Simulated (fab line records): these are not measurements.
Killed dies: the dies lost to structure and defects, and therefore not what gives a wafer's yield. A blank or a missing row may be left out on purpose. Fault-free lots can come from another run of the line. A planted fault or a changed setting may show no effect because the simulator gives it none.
The tool behind it: which one? -- flow sky130 -- 33 wafers from 11 lots sampled at 3 of the route's 708 steps

## WHAT THE GAUGES SHOWED, per wafer
SKY_METAL4_OVL_MEAS_14. Usual: METAL4_OVL gives -5 nm (standard deviation 4.7).
lot,measured,on,METAL4_OVL (nm),flag
L737,day 41 16:13,overlay-01,1 -2 1,
L738,day 41 17:17,overlay-02,-6 -1 -5,
L739,day 42 05:14,overlay-01,-14 -11 -10,
L740,day 42 11:44,overlay-02,-2 6 1,
L741,day 42 14:16,overlay-01,-6 -9 -7,
L748,day 45 02:02,overlay-01,-4 0 -9,
L749,day 45 09:29,overlay-02,1 1 -7,
L750,day 45 09:51,overlay-01,-9 -7 -5,
L758,day 47 06:38,overlay-02,-4 1 -6,
L759,day 47 09:53,overlay-01,-6 -3 -8,
L760,day 47 21:49,overlay-02,-9 1 2,

## WHICH TOOL RAN EACH LOT (tool, then ch and the chambers of the sampled wafers, then the start)
lot,SKY_POLY_GATE_CVD_03,SKY_CAP2M_METAL_ETCH_13
L737,"lpcvd-02 ch 1, day 15 00:39","rieMetal-01 ch 1, day 40 16:16"
L738,"lpcvd-02 ch 1, day 15 06:40","rieMetal-02 ch 0,1, day 40 16:37"
L739,"lpcvd-02 ch 1, day 15 19:10","rieMetal-01 ch 0,1, day 41 05:39"
L740,"lpcvd-02 ch 1, day 16 03:47","rieMetal-04 ch 0,1, day 41 11:45"
L741,"lpcvd-02 ch 0, day 16 06:11","rieMetal-01 ch 0, day 41 13:51"
L748,"lpcvd-02 ch 1, day 19 09:44","rieMetal-01 ch 0,1, day 44 03:07"
L749,"lpcvd-02 ch 1, day 19 17:57","rieMetal-01 ch 0,1, day 44 10:30"
L750,"lpcvd-02 ch 1, day 19 23:22","rieMetal-02 ch 0,1, day 44 10:52"
L758,"lpcvd-02 ch 1, day 22 17:55","rieMetal-04 ch 0,1, day 46 10:26"
L759,"lpcvd-02 ch 1, day 22 22:22","rieMetal-01 ch 0,1, day 46 12:56"
L760,"lpcvd-02 ch 0, day 23 09:44","rieMetal-01 ch 0,1, day 47 00:53"
- SKY_POLY_GATE_CVD_03: deposits Si3N4 from DCS/NH3, target thk 75 nm, time 1290 s.
- SKY_CAP2M_METAL_ETCH_13: etches TiN in Cl2/BCl3, stops on SiO2, target depth 220 nm, time 62.9 s.

## AS READ BY THE TOOLS THEMSELVES (means over the sampled wafers that have a number; for cases with no such wafer, the mark the record gives instead)
SKY_POLY_GATE_CVD_03. Usual: spikeTcBottomC 788.9 C, standard deviation 1.4; zonePowerBottomPct 19.73 %, standard deviation 0.25; zonePowerLowerPct 12.4 %, standard deviation 0.77.
lot,tool,spikeTcBottomC (C),zonePowerBottomPct (%),zonePowerLowerPct (%),flag
L737,lpcvd-02,790.2,19.78,12.0,
L738,lpcvd-02,790.5,19.96,11.9,
L739,lpcvd-02,789.8,19.80,12.1,
L740,lpcvd-02,789.8,19.83,12.0,
L741,lpcvd-02,787.0,19.37,13.6,
L748,lpcvd-02,789.8,20.01,12.0,
L749,lpcvd-02,790.5,19.90,11.9,
L750,lpcvd-02,789.2,19.74,11.9,
L758,lpcvd-02,789.4,19.84,11.9,
L759,lpcvd-02,789.9,19.85,12.0,
L760,lpcvd-02,787.5,19.59,13.6,

SKY_CAP2M_METAL_ETCH_13. Usual: drypumpMotorCurrentA 5.86 A, standard deviation 0.29; oesProductAu 0.945 a.u., standard deviation 0.0072; throttleValvePct 21.899 %, standard deviation 0.0083.
lot,tool,drypumpMotorCurrentA (A),oesProductAu (a.u.),throttleValvePct (%),flag
L737,rieMetal-01,6.14,0.942,21.907,
L738,rieMetal-02,5.77,0.951,21.905,
L739,rieMetal-01,5.68,0.938,21.900,
L740,rieMetal-04,6.04,0.943,21.900,
L741,rieMetal-01,5.45,0.951,21.901,
L748,rieMetal-01,5.93,0.944,21.896,
L749,rieMetal-01,5.93,0.944,21.904,
L750,rieMetal-02,5.76,0.942,21.899,
L758,rieMetal-04,6.11,0.951,21.899,
L759,rieMetal-01,5.94,0.944,21.902,
L760,rieMetal-01,5.93,0.943,21.898,

## THE ANSWER, worked out from the rows above alone
Rule: lot off if the mean of its wafers having a number is beyond 3 standard deviations from the usual mean. A lot without any number at a reading at which 4 lots or more have one is off too. Where the step has rows for the other lots, those lots are counted as sound. First the gauges in route order, then the tools' own readings, where a lot's mean is used as printed above. The first step at which some lot is off is used, and at that step the reading that is off furthest; a lot without a number counts as furthest.
None of the lots is off at any reading shown; this tells nothing.

## WHAT THE SIMULATOR HAD INSERTED
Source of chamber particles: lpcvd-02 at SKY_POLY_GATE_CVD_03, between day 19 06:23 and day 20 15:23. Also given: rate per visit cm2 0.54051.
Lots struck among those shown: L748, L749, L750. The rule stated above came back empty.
